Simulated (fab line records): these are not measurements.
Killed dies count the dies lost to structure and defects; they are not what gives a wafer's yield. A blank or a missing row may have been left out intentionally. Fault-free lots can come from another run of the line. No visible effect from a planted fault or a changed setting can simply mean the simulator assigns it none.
A struck lot beside a sound one	flow sky130	15 out of 708 route steps
Sound: wafers L261.3, L261.5, L261.6. Struck: wafers L276.1, L276.5. (L276.3 of the same lot was not struck and is left out.) The cause comes at the end.
For every step that has rows: the tool of each side, followed by ch and its chambers, followed by its first start. Under that, the readings that differ: sound wafers	struck wafers	difference of the means	sigmas: that difference in standard deviations of wafers without a fault.
alike: words and numbers the same on both sides, and readings whose means are apart by under 2 such deviations; not compared: readings that were withheld, readings missing a value for some wafer, numbers with overlapping values and no deviation given by the record, and bounds like >300 which may hide the same value.
A row with sigmas, a row that says differs or no value, or rows on one side alone: a step with any of these is where the two part. Numbers that have no deviation but don't overlap get no sigmas and don't part them. A reading that every wafer of one side lacks parts them only if that side has two wafers or more.

SKY_VIA4_OVL_MEAS_11:
  sound: overlay-01 at day 43 12:31; struck: overlay-01 at day 47 12:23
reading	sound	struck	difference	sigmas
VIA4_OVL (nm)	3.3 0.5 2.4	-1.2 -0.7	-3.0	-2
then, 1 step without rows for these wafers: SKY_VIA4_ETCH_12 (etches SiO2 in C4F8/O2/Ar, stops on TiN, target depth 580 nm).
SKY_VIA4_STRIP_13: strips in O2/N2.
  sound on plasma asher-02 ch 0,1, day 43 12:39; struck on plasma asher-01 ch 1, day 47 12:30
  alike: drypump motor current A, oes product au, strip time to endpoint s
  not compared: rf hours counter h
then, 3 steps without rows for these wafers: SKY_VIA4_STRIP_14 (strips in post etch residue remover, time 1200 s); SKY_VIA4_CLEAN_15 (cleans in IPA, time 180 s); SKY_VIA4_CLEAN_16 (cleans in O3/DIW).
SKY_VIA4_SPUTTER_17: material TiN, target thk 20 nm, time 80 s.
  sound: pvd sputter-03 at day 43 13:15; struck: pvd sputter-04 at day 47 13:05
  alike: cathode dc power W, throttle valve pct
then, 1 step without rows for these wafers: SKY_VIA4_CVD_18 (deposits W, target thk 505 nm, time 152.14 s).
SKY_VIA4_RS_MEAS_19: uses a four-point probe to measure.
  sound: film metro-01 at day 43 13:30; struck: film metro-04 at day 47 13:18
  alike: VIA4_W_RS
SKY_VIA4_THK_MEAS_20: measures by xrf.
  sound: film metro-01 at day 43 13:36; struck: film metro-04 at day 47 13:25
  alike: VIA4_W_THK
SKY_VIA4_CMP_21: polishes, stops on SiO2, t overpolish 25 s, target thk 0 nm.
  sound on cmp-02 ch 0,1,3, day 43 14:22; struck on cmp-02 ch 1,2, day 47 13:29
  alike: motor current A, overpolish run s, retaining ring pressure frac, time to endpoint s
SKY_METAL5_SPUTTER_00: material Ti, target thk 15 nm, time 10 s.
  sound: pvd sputter-03 at day 43 14:34; struck: pvd sputter-04 at day 47 13:47
  alike: cathode dc power W, throttle valve pct
SKY_METAL5_SPUTTER_01: material TiN, target thk 20 nm, time 16.7 s.
  sound: pvd sputter-03 at day 43 14:35; struck: pvd sputter-04 at day 47 13:49
reading	sound	struck	difference	sigmas
cathode dc power W (W)	6499.7 6501.4 6500.1	7256.9 7257.9	+757.0	+99 or more
model.TiN_of_METAL5_SPUTTER_01.thk nm (nm)	19.6 19.85 19.73	22.33 22.38	+2.63	
  alike: throttle valve pct
SKY_METAL5_SPUTTER_02: material AlCu, target thk 1150 nm, time 61.2 s.
  sound: pvd sputter-03 at day 43 14:37; struck: pvd sputter-04 at day 47 13:50
  alike: cathode dc power W, throttle valve pct
-- the record jumps here: 2 days lie between the struck wafers' starts before and after (it left off in module METAL5 and takes up again in module PAD_OPEN, whose first step shown is number 708 of the route) --
SKY_PAD_OPEN_PROBE_99:
  record: rows for the struck wafers here (prober-01, day 49 23:34), none for the sound ones

== WHERE THEY PART ==
Last at SKY_PAD_OPEN_PROBE_99 as far as this record goes, first at SKY_VIA4_OVL_MEAS_11.

WHY: what had been put in by the simulator
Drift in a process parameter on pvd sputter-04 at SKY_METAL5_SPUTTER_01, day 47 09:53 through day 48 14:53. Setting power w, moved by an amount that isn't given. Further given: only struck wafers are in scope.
